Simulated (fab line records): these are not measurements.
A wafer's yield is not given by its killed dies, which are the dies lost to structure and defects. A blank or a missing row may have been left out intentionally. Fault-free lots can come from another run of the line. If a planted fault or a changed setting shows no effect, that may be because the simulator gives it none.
A lot that was struck, set against a sound lot / flow sky130 / 19 out of 708 route steps
Sound: the wafers L241.1, L241.3, L241.5. The struck wafers were L234.3, L234.5, L234.6. The cause is given at the end.
At each step with rows: each side's tool, then ch and its chambers, then its first start. Under that, the readings that differ: sound wafers / struck wafers / difference of the means / sigmas: that difference in standard deviations of wafers without a fault.
alike: words and numbers the same on both sides, and readings whose means are apart by under 2 such deviations; not compared: readings that were withheld, readings missing a value for some wafer, numbers with overlapping values and no deviation given by the record, and bounds like >300 which may hide the same value.
The two part at a step that has a row with sigmas, a row that says differs or no value, or rows on one side only. Numbers that have no deviation but don't overlap get no sigmas and don't part them. A reading that every wafer of one side lacks parts them only if that side has two wafers or more.

first, 6 steps without rows for these wafers: SKY_VT_ADJUST_PCH_HMDS_01 (prime time 60 s); SKY_VT_ADJUST_PCH_COAT_02 (resist thk 3000 nm); SKY_VT_ADJUST_PCH_SOFTBAKE_03; SKY_VT_ADJUST_PCH_EXPOSE_04 (exposes mask NWM, target cd 840 nm); SKY_VT_ADJUST_PCH_PEB_05; SKY_VT_ADJUST_PCH_DEVELOP_06 (develop time 60 s).
SKY_VT_ADJUST_PCH_OVL_MEAS_07:
  sound: overlay-01 at day 14 18:48; struck: overlay-02 at day 12 00:06
reading=VT_ADJUST_PCH_OVL (nm); sound=-1.0 -0.8 -0.7; struck=-5.9 -2.9 -3.4; difference=-3.2; sigmas=-2
next, for these wafers, 1 step has no rows: SKY_VT_ADJUST_PCH_IMPLANT_08.
SKY_VT_ADJUST_PCH_STRIP_09: strips in O2/N2.
  sound on plasma_asher-01 ch 0,1, day 14 18:59; struck on plasma_asher-02 ch 0,1, day 12 00:19
  alike: chamber_pressure_mTorr, drypump_motor_current_A, oes_product_au, strip_time_to_endpoint_s
  not compared: rf_hours_counter_h
SKY_VT_ADJUST_PCH_TW_MEAS_10:
  sound: film_metro-02 at day 14 19:05; struck: film_metro-04 at day 12 00:23
  alike: VT_ADJUST_PCH_TW
then, 2 steps without rows for these wafers: SKY_SONOS_TUNNEL_DEHYDRATE_00 (time 60 s); SKY_SONOS_TUNNEL_HMDS_01 (prime time 60 s).
SKY_SONOS_TUNNEL_COAT_02: resist thk 1140 nm.
  sound on litho_track-03 ch 0, day 15 08:40; struck on litho_track-01 ch 0, day 12 12:09
reading=model.NOVOLAK_of_SONOS_TUNNEL_COAT_02.thk_nm (nm); sound=1146 1143 1142; struck=1091 1096 1092; difference=-51; sigmas=
  alike: exhaust_pa
then, 3 steps without rows for these wafers: SKY_SONOS_TUNNEL_SOFTBAKE_03 (time 60 s); SKY_SONOS_TUNNEL_EXPOSE_04 (exposes mask TUNM, target cd 410 nm); SKY_SONOS_TUNNEL_PEB_05.
SKY_SONOS_TUNNEL_DEVELOP_06: develop time 60 s.
  sound on litho_track-02 ch 0, day 15 21:38; struck on litho_track-01 ch 0, day 13 00:18
reading=model.NOVOLAK_of_SONOS_TUNNEL_COAT_02.thk_nm (nm); sound=1146 1143 1142; struck=1091 1095 1092; difference=-51; sigmas=
  alike: exhaust_pa
SKY_SONOS_TUNNEL_CD_MEAS_07 targets a cd of 410 nm.
  sound: cd_sem-02 at day 15 21:47; struck: cd_sem-01 at day 13 00:26
  alike: cd_nm
next, for these wafers, 1 step has no rows: SKY_PAD_OPEN_PROBE_99.

== WHERE THEY PART ==
Within this record, at SKY_VT_ADJUST_PCH_OVL_MEAS_07 only. Later steps at which nothing parts them and some readings are alike: SKY_VT_ADJUST_PCH_STRIP_09, SKY_VT_ADJUST_PCH_TW_MEAS_10, SKY_SONOS_TUNNEL_COAT_02, SKY_SONOS_TUNNEL_DEVELOP_06, SKY_SONOS_TUNNEL_CD_MEAS_07.

WHY: whatever the simulator had introduced
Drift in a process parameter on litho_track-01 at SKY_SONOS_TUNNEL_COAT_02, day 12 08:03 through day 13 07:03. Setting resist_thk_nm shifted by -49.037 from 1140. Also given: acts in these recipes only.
